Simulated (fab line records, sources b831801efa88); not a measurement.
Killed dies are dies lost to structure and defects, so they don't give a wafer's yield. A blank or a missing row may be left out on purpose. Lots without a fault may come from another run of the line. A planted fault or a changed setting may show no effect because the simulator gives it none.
Chamber matching | flow sky130 | SKY_VIA4_CMP_02 on cmp-02: 4 sister chambers
The step polishes SiO2. 4 wafers are shown with their chamber, then 12 later ones without.

WAFERS WITH THEIR CHAMBER
wafer  | chamber | motor_current_A (A)
L092.3 | 1       | 12.1
L094.1 | 3       | 11.5
L094.4 | 2       | 13.8
L094.6 | 0       | 10.5

WAFERS WITHOUT THEIR CHAMBER
wafer  | motor_current_A (A)
L097.2 | 14.1
L097.4 | 10.6
L097.6 | 11.5
L097.1 | 11.8
L097.3 | 12.8
L097.5 | 13.8
L096.3 | 12.4
L096.4 | 10.9
L096.5 | 12.6
L096.1 | 11.5
L096.2 | 13.1
L096.6 | 13.2

WHICH CHAMBER EACH WENT THROUGH
wafer  | from the rows above          | in truth
L097.2 | 2                            | 2
L097.4 | can't be placed: 0 or 3      | 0
L097.6 | can't be placed: 3 or 1      | 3
L097.1 | can't be placed: 1 or 3      | 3
L097.3 | can't be placed: 1 or 2 or 3 | 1
L097.5 | 2                            | 2
L096.3 | can't be placed: 1 or 3      | 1
L096.4 | can't be placed: 0 or 3 or 1 | 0
L096.5 | can't be placed: 1 or 3 or 2 | 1
L096.1 | can't be placed: 3 or 1      | 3
L096.2 | can't be placed: 2 or 1      | 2
L096.6 | can't be placed: 2 or 1      | 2
Placed correctly: 2 of 12. Can't be placed from these rows: 10 (the true chamber is among the candidates in 10). Placed wrongly: 0.
How it was worked out, from the rows above alone: a wafer's distance from a chamber is the root of the sum, over the readings, of the square of ((its reading less the chamber's mean) divided by the reading's scatter). The wafer belongs to the nearest chamber; if the next one is less than 2 further off, it can't be placed. A chamber's mean is the mean of its shown wafers. The scatter: with one shown wafer a chamber, the root of the mean of the squares of how far each hidden wafer lies from its nearest shown one.
